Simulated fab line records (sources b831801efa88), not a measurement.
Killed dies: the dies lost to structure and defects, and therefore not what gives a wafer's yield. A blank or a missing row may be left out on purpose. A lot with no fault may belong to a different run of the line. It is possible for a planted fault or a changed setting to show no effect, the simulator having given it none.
Problem report, 8D (eight disciplines) form, completed by code / flow gf180mcu / the parts of the form that need people (team, actions taken, sign-off) are left out

## 1. THE ISSUE
V3_CVD_02_THK at GF_V3_THK_MEAS_03 reads a mean of 526 nm on 1 wafer of 1 lot; wafers without a fault read 852 nm with a standard deviation of 11. Relative to the usual mean, that is a shift of -30 standard deviations.
Seen first at day 26 14:13 on film-metro-03, wafer L856.6. The record holds 30 wafers of 10 lots with a number at this step. By rule, "out" or "out of limits" means more than 4 standard deviations away from the usual mean. The other wafers with a number count as sound.

## 2. WHAT IT IS, WHAT IT ISN'T
question=which readings at this step | is=V3_CVD_02_THK | is not=-
question=which lots | is=L856 | is not=L844, L846, L847, L849, L852, L861, L862, L863, L864
question=which wafers of those lots | is=L856.6 | is not=L856.1, L856.3
question=read on which gauges | is=film-metro-03 | is not=film-metro-01, film-metro-04
question=when | is=from day 26 14:13 | is not=up to then (17 sound wafers); but 12 sound wafers of L861, L862, L863, L864 came after

## 3. SUSPECTS, AND WHAT RULES EACH OUT
Counting: if a tool at a process step up to the reading ran every lot that is out, it stays a suspect. Sound lots after the first of them don't rule it out here, since some wafers of a struck lot are sound.
- ruled out: the gauge at GF_V3_THK_MEAS_03. All the wafers that are out were read on film-metro-03, but those of them that GF_V3_CVD_02 has rows for are out there too, on other tools.
- plasma-asher-02 at GF_V2_STRIP_18 (strips in O2/N2): kept. It ran the lot that is out, L856 (day 25 14:57).
- pvd-sputter-04 at GF_V2_SPUTTER_22 (material TiN, target thk 10 nm, time 40 s): kept. It processed L856, the lot that is out, at day 25 15:33, and its most recent sound lot before then was L852 at day 23 22:36.
- pvd-sputter-01 at GF_M3_SPUTTER_00 (material Ti, target thk 37.5 nm, time 150 s): kept. It processed L856, the lot that is out, at day 25 16:11, and its most recent sound lot before then was L852 at day 23 23:14.
- pecvd-01 at GF_V3_CVD_02 (deposits SiO2 from TEOS, target thk 850 nm, time 94.851 s): kept. It processed L856, the lot that is out, at day 26 14:09, and its most recent sound lot before then was L852 at day 24 22:50. Its own run-length-s readings are out on those wafers.
- In pecvd-01 at GF_V3_CVD_02, the wafers that are out were processed in chamber 0 and their sound lot-mates in chambers 1, 2.
Left after counting: plasma-asher-02 at GF_V2_STRIP_18, pvd-sputter-04 at GF_V2_SPUTTER_22, pvd-sputter-01 at GF_M3_SPUTTER_00, pecvd-01 at GF_V3_CVD_02.

## 4. THE CAUSE (what the simulator had put in)
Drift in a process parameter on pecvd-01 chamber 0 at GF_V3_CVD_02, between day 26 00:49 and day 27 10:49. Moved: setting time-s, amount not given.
Counting left 4 suspects, and this tool is among them.

## 5. THE EFFECT CHAIN, in route order
Each row: a reading whose mean over the struck wafers that have a number lies more than 3 standard deviations from the usual. Only readings for which the record gives a usual standard deviation are gone through. hours: the time from each lot's start at the first step in this table that gives one to its start at this step, as a median over the lots. sigmas: the change in usual standard deviations.
hours=0; step=GF_V3_CVD_02; reading=run-length-s; usual=122.5 s; on struck wafers=87.4; change=-35.1; sigmas=-62
hours=0; step=GF_V3_THK_MEAS_03; reading=V3_CVD_02_THK; usual=852 nm; on struck wafers=526; change=-326; sigmas=-30
hours=4; step=GF_V3_CMP_04; reading=time-to-endpoint-s; usual=82 s; on struck wafers=41; change=-41; sigmas=-7.6
hours=-; step=GF_V3_ETCH_17; reading=oes-product-au; usual=0.855 a.u.; on struck wafers=0.771; change=-0.084; sigmas=-18
Process steps it contains:
- GF_V3_CVD_02: deposits SiO2 from TEOS, target thk 850 nm, time 94.851 s.
- GF_V3_CMP_04: polishes SiO2.
- GF_V3_ETCH_17: etches SiO2 in C4F8/O2/Ar, stops on TiN, target depth 635 nm.

## 6. WHAT WOULD HAVE CAUGHT IT SOONER
The first out-of-limits reading at a measuring or inspecting step in this record came at day 26 14:13, 13 hours after the fault's start at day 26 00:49.
The tool's own readings at GF_V3_CVD_02 were out on every struck wafer that the step has a row for (run-length-s): an alarm limit on them would have fired on the first of those.
The start of GF_V3_CVD_02 on pecvd-01 came by day 26 14:13 for every one of the lots that are out (1). Tool hold at that time: it would have spared none of them.
